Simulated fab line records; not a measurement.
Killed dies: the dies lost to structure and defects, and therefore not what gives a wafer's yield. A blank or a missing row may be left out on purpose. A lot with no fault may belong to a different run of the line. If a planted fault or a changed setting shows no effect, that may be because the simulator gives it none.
2 desks looking at one fault -- flow gf180mcu -- numbers are kept per desk, each desk with only its own; the story behind them comes last

== TOOL OWNER'S DESK, rie-diel-02 ==
The tool's own readings at GF_POLY_GATE_ETCH_12 (etches BARC in N2/H2): means of the sampled wafers that have a number, for each lot that ran on this tool. The brackets show how far a lot's mean lies from the usual mean; more than 4 standard deviations puts the lot out of limits, marked OUT.
Columns: A = drypump-motor-current-A at GF_POLY_GATE_ETCH_12, usual 5.7 A; B = oes-product-au at GF_POLY_GATE_ETCH_12, usual 0.735 a.u.; C = rf-fwd-power-W at GF_POLY_GATE_ETCH_12, usual 495.5 W; D = throttle-valve-pct at GF_POLY_GATE_ETCH_12, usual 13.213 %
lot,first seen here,A,B,C,D
L579,day 12 09:50,6.0,0.734,494.0,13.203
L589,day 15 13:02,6.1,0.736,428.9 (-42) OUT,13.209
Finding of this desk: L589 out of limits; the first was L589 at day 15 13:02, on rf-fwd-power-W at GF_POLY_GATE_ETCH_12. L579: within limits.

== AT THE METROLOGY DESK ==
Lot by lot, what the gauges showed, no matter which tool ran the lot: averages of those sampled wafers that carry a number. The brackets show how far a lot's mean lies from the usual mean; more than 4 standard deviations puts the lot out of limits, marked OUT. It has 10 readings; the 7 that lie furthest out on some lot are the ones shown.
Columns: A = POLY_GATE_CVD_00_THK at GF_POLY_GATE_THK_MEAS_01, usual 200.6 nm; B = POLY_GATE_OXIDATION_THK at GF_POLY_GATE_THK_MEAS_17, usual 3.97 nm; C = cd-nm at GF_POLY_GATE_CD_MEAS_18, usual 280.4 nm; D = HV_LDD_OVL at GF_HV_LDD_OVL_MEAS_08, usual 1.6 nm; E = HV_LDD_TW at GF_HV_LDD_TW_MEAS_11, usual 2403; F = cd-nm at GF_HV_LDD_CD_MEAS_19, usual 399.5 nm; G = HV_LDD_01_OVL at GF_HV_LDD_OVL_MEAS_20, usual 0.1 nm
lot,first seen here,A,B,C,D,E,F,G
L577,day 10 22:34,202.2,4.09,278.0,0.6,2431,400.3,1.5
L579,day 11 14:16,202.2,3.98,279.4,4.1,2390,394.2,0.7
L589,day 14 15:53,198.6,4.00,280.7,-0.0,2394,404.9,0.2
L590,day 14 23:05,198.6,4.05,280.6,-0.2,2436,402.2,0.1
L591,day 15 02:28,200.9,4.03,281.4,1.8,2387,401.5,-0.2
Result from this desk: across the 5 lots, nothing is out of limits.

== BROUGHT TOGETHER ==
At day 15 13:02, on L589, the tool owner's desk was in a position to raise an alarm.
The metrology desk saw nothing out of limits.
The metrology desk holds a record of L589, inside its limits.
GF_POLY_GATE_ETCH_12 was run on rie-diel-02 by each of the lots named.

== WHAT THE SIMULATOR PUT IN ==
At GF_POLY_GATE_ETCH_12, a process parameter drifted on rie-diel-02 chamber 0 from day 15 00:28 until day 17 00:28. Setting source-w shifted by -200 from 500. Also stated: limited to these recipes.
Lots struck among those shown: L589.
How many hours passed from the start of the fault until each desk's first out-of-limits reading: the tool owner's desk, 13.
